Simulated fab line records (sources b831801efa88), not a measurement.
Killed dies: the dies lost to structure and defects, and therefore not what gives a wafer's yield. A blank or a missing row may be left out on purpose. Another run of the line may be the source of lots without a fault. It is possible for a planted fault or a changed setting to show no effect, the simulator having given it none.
A struck lot beside a sound one -- flow sky130 -- 15 steps out of a route of 708
Sound: the wafers L684.1, L684.4, L684.5. Struck: wafer L688.5 (L688.1, L688.4, from the same lot, were not struck and are left out); the cause is given at the end.
For every step that has rows: the tool of each side, followed by ch and its chambers, followed by its first start. Under that, the readings that differ: sound wafers -- struck wafers -- difference of the means -- sigmas: that difference in standard deviations of wafers without a fault.
alike: same words and numbers on both sides, and readings whose means sit less than 2 such deviations apart. not compared: any withheld reading, any reading some wafer has no value for, any bound like >300 that may hide the same value, and any number with overlapping values for which the record gives no deviation.
The two part at a step that has a row with sigmas, a row that says differs or no value, or rows on one side only. When numbers do not overlap yet have no deviation, they are printed without sigmas and do not part them. A reading missing from all wafers of one side parts the sides only when that side holds two or more wafers.

first, 3 steps without rows for these wafers: SKY_VIA2_STRIP_17 (strips in post etch residue remover, time 1200 s); SKY_VIA2_CLEAN_18 (cleans in IPA, time 180 s); SKY_VIA2_CLEAN_19 (cleans in O3/DIW).
SKY_VIA2_SPUTTER_20: material TiN, target thk 20 nm, time 80 s.
  struck on pvd_sputter-03, day 38 21:35; sound on pvd_sputter-02, day 37 15:49
  alike: throttle_valve_pct
SKY_VIA2_CVD_21: deposits W, target thk 420 nm, time 126.4 s.
  sound on cvd_w-02 ch 0,1, day 37 15:52; struck on cvd_w-01 ch 1, day 38 21:38
  alike: heater_power_w, susceptor_temp_C
SKY_VIA2_RS_MEAS_22: a four-point-probe measurement.
  struck on film_metro-01, day 38 21:46; sound on film_metro-03, day 37 16:00
reading,sound,struck,difference,sigmas
VIA2_W_RS (ohm/sq),0.281 0.273 0.268,0.264,-0.010,-3
SKY_VIA2_THK_MEAS_23: measures by xrf.
  struck on film_metro-01, day 38 21:53; sound on film_metro-03, day 37 16:07
  alike: VIA2_W_THK
SKY_VIA2_CMP_24: polishes, stops on SiO2, t overpolish 20 s, target thk 0 nm.
  sound on cmp-02 ch 0,3, day 37 16:14; struck on cmp-02 ch 3, day 38 22:03
reading,sound,struck,difference,sigmas
time_to_endpoint_s (s),102 98 104,111,+10,+2
  alike: motor_current_A, overpolish_run_s
then, 1 step without rows for these wafers: SKY_METAL3_SPUTTER_00 (material Ti, target thk 15 nm, time 10 s).
SKY_METAL3_SPUTTER_01: material TiN, target thk 20 nm, time 16.7 s.
  struck on pvd_sputter-03, day 38 22:16; sound on pvd_sputter-03, day 37 16:30
  alike: throttle_valve_pct
then, 1 step without rows for these wafers: SKY_METAL3_SPUTTER_02 (material AlCu, target thk 735 nm, time 39.1 s).
SKY_METAL3_SPUTTER_03: material Ti, target thk 5 nm, time 3.3 s.
  struck on pvd_sputter-03, day 38 22:20; sound on pvd_sputter-03, day 37 16:34
  alike: throttle_valve_pct
SKY_METAL3_SPUTTER_04: material TiN, target thk 70 nm, time 58.3 s.
  struck on pvd_sputter-03, day 38 22:22; sound on pvd_sputter-03, day 37 16:35
reading,sound,struck,difference,sigmas
model.TiN_of_METAL3_SPUTTER_04.thk_nm (nm),70.11 70.44 70.52,75.31,+4.95,
  alike: throttle_valve_pct
then, 1 step without rows for these wafers: SKY_CAPM_CVD_00 (deposits SiO2, target thk 15.5 nm).
-- the record jumps here: 9 days lie between the struck wafers' starts before and after (it left off in module CAPM and takes up again in module PAD_OPEN, whose first step shown is number 708 of the route) --
SKY_PAD_OPEN_PROBE_99:
  struck on prober-02, day 47 19:31; sound on prober-02, day 46 21:46
  alike: defect_limited_yield, killed_at_M0_to_M3, killed_at_M4_up, killed_at_contacts, killed_at_front_end, killed_at_other, killed_dies, killed_open, killed_short, sort_bin_3_pad_short, sort_bin_5_function, sort_bin_6_memory, sort_n_pass, sort_yield_pct

WHERE THEY PART
First at SKY_VIA2_RS_MEAS_22; last, within this record, at SKY_VIA2_CMP_24. Later steps at which nothing parts them and some readings are alike: SKY_METAL3_SPUTTER_01, SKY_METAL3_SPUTTER_03, SKY_METAL3_SPUTTER_04, SKY_PAD_OPEN_PROBE_99.

WHY: the cause the simulator had injected
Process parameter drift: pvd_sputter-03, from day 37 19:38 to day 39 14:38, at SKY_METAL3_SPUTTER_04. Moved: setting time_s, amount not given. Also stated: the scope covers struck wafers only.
